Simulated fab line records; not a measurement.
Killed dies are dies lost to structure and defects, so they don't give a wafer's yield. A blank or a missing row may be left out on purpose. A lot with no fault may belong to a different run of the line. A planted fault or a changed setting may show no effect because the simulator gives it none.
Struck lot and sound lot, side by side + flow sfq line + 14 steps out of a route of 325
Sound: the wafers L534.1, L534.3, L534.5. The struck wafers were L542.2, L542.3, L542.4. The cause comes at the end.
For every step that has rows: the tool of each side, followed by ch and its chambers, followed by its first start. Under that, the readings that differ: sound wafers + struck wafers + difference of the means + sigmas: that difference in standard deviations of wafers without a fault.
alike: readings whose means differ by less than 2 such deviations, and words and numbers that are the same on both sides. not compared: withheld readings, readings that some wafer has no value for, bounds like >300 that may hide the same value, and numbers for which the record gives no deviation and whose values overlap.
The two part at a step that has a row with sigmas, a row that says differs or no value, or rows on one side only. Non-overlapping numbers with no deviation appear without sigmas and do not part them. Lack of a reading on every wafer of one side parts them only where that side has two or more wafers.

SFQ_TRILAYER_A5B_CMP_CMP_130: polishes, stops on Nb, target thk 340.7 nm.
  sound on cmp-02 ch 1,3, day 63 03:10; struck on cmp-01 ch 0,1,3, day 69 07:22
  alike: motor current A
SFQ_TRILAYER_A5B_METRO_MEASURE_131:
  sound: film metro-02 at day 63 05:40; struck: film metro-01 at day 69 10:34
  alike: thk nm
SFQ_TRILAYER_R5_DEP_SPUTTER_132: material Ti, target thk 5 nm, time 5 s.
  sound: pvd sputter-05 at day 63 06:52; struck: pvd sputter-03 at day 69 11:34
  alike: throttle valve pct
SFQ_TRILAYER_R5_DEP_SPUTTER_133: material MoNx, target thk 40 nm, time 66.7 s.
  sound: pvd sputter-05 at day 63 06:52; struck: pvd sputter-03 at day 69 11:35
  alike: throttle valve pct
SFQ_TRILAYER_R5_DEP_SPUTTER_134: material Ti, target thk 5 nm, time 5 s.
  sound: pvd sputter-05 at day 63 06:56; struck: pvd sputter-03 at day 69 11:38
  alike: throttle valve pct
SFQ_R5_RS_MEAS_933: measurement is done with a four-point probe.
  sound: film metro-03 at day 63 06:57; struck: film metro-03 at day 69 11:40
  alike: R5_MONX_RS
SFQ_R5_THK_MEAS_934: measures by xrf.
  sound: film metro-03 at day 63 07:04; struck: film metro-03 at day 69 11:47
  alike: R5_MONX_THK
then, 5 steps without rows for these wafers: SFQ_TRILAYER_R5_LITHO_COAT_141 (resist thk 62 nm); SFQ_TRILAYER_R5_LITHO_COAT_136 (resist thk 600 nm); SFQ_TRILAYER_R5_LITHO_SOFTBAKE_140; SFQ_TRILAYER_R5_LITHO_EXPOSE_137 (exposes mask R5, target cd 500 nm); SFQ_TRILAYER_R5_LITHO_PEB_139 (peb time 60 s).
SFQ_TRILAYER_R5_LITHO_DEVELOP_138: time 60 s.
  struck on litho track-01, day 69 13:58; sound on litho track-02 ch 0, day 67 11:22
  no value came back on the struck wafers for chill plate temp C (C), exhaust pa (Pa); on the sound wafers chill plate temp C (C) reads 22.92 22.96 22.96
| reading                                             | sound             | struck            | difference | sigmas |
|-----------------------------------------------------|-------------------|-------------------|------------|--------|
| model.KrF_of_TRILAYER_R5_LITHO_COAT_136.thk nm (nm) | 575.7 575.3 576.9 | 597.5 598.2 598.5 | +22.1      |        |
SFQ_R5_OVL_MEAS_935:
  sound: overlay-02 at day 67 11:31; struck: overlay-01 at day 69 14:05
| reading     | sound | struck | difference                    | sigmas |
|-------------|-------|--------|-------------------------------|--------|
| R5_OVL (nm) | 5 0 1 | - - -  | no value on the struck wafers |        |

== WHERE THEY PART ==
At SFQ_TRILAYER_R5_LITHO_DEVELOP_138 first; at SFQ_R5_OVL_MEAS_935 last (within this record only).

WHY: the cause the simulator had injected
Beginning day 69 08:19, the whole step at SFQ_TRILAYER_R5_LITHO_DEVELOP_138 was skipped on litho track-01. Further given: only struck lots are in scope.
